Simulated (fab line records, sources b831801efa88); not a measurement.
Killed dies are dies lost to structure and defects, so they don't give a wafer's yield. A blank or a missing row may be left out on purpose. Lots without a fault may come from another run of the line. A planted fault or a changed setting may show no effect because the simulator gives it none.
Chamber matching | flow sky130 | SKY_FIELD_ISO_CMP_27 on cmp-02: 4 sister chambers
The step polishes, stops on Si3N4, t overpolish 16 s, target thk 457.8 nm. 14 wafers are shown with their chamber, then 7 later ones without.

WAFERS WITH THEIR CHAMBER
wafer  | chamber | motor_current_A (A) | time_to_endpoint_s (s) | overpolish_run_s (s)
L230.3 | 1       | 11.9                | 117                    | 15.987
L230.4 | 0       | 9.1                 | 110                    | 15.994
L230.6 | 0       | 8.9                 | 116                    | 15.988
L234.1 | 2       | 13.6                | 106                    | 15.995
L234.3 | 0       | 9.1                 | 112                    | 16.006
L234.4 | 3       | 11.1                | 106                    | 15.996
L238.3 | 2       | 13.6                | 111                    | 15.995
L238.4 | 1       | 11.4                | 115                    | 16.002
L238.6 | 2       | 13.7                | 112                    | 15.992
L239.3 | 1       | 11.9                | 110                    | 15.998
L239.5 | 3       | 11.9                | 105                    | 15.988
L239.6 | 2       | 14.2                | 107                    | 15.995
L248.2 | 1       | 11.8                | 108                    | 16.004
L248.4 | 2       | 13.8                | 104                    | 16.003

SIGNATURES (means of the wafers above)
reading            | chamber 0 | chamber 1 | chamber 2 | chamber 3 | scatter within a chamber
motor_current_A    | 9.033     | 11.750    | 13.780    | 11.500    | 0.277
time_to_endpoint_s | 112.67    | 112.50    | 108.00    | 105.50    | 3.44
overpolish_run_s   | 15.99600  | 15.99775  | 15.99600  | 15.99200  | 0.00664
Rule: a wafer's distance from a chamber is the root of the sum, over the readings, of the square of ((its reading less the chamber's mean) divided by the reading's scatter). The wafer belongs to the nearest chamber; if the next one is less than 2 further off, it can't be placed. The scatter: the root of (the sum of the squares of (reading less its chamber's mean) over the shown wafers, divided by (wafers less chambers)).

WAFERS WITHOUT THEIR CHAMBER
wafer  | motor_current_A (A) | time_to_endpoint_s (s) | overpolish_run_s (s)
L248.6 | 8.6                 | 105                    | 16.000
L251.1 | 11.7                | 104                    | 15.994
L251.4 | 11.4                | 109                    | 16.022
L251.6 | 12.0                | 102                    | 16.007
L253.2 | 12.4                | 111                    | 16.016
L253.5 | 11.3                | 110                    | 16.000
L253.6 | 9.3                 | 116                    | 15.983

WHICH CHAMBER EACH WENT THROUGH
wafer  | from the rows above     | in truth
L248.6 | 0                       | 0
L251.1 | can't be placed: 3 or 1 | 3
L251.4 | can't be placed: 1 or 3 | 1
L251.6 | can't be placed: 3 or 1 | 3
L253.2 | can't be placed: 1 or 3 | 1
L253.5 | can't be placed: 1 or 3 | 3
L253.6 | 0                       | 0
Placed correctly: 2 of 7. Can't be placed from these rows: 5 (the true chamber is among the candidates in 5). Placed wrongly: 0.
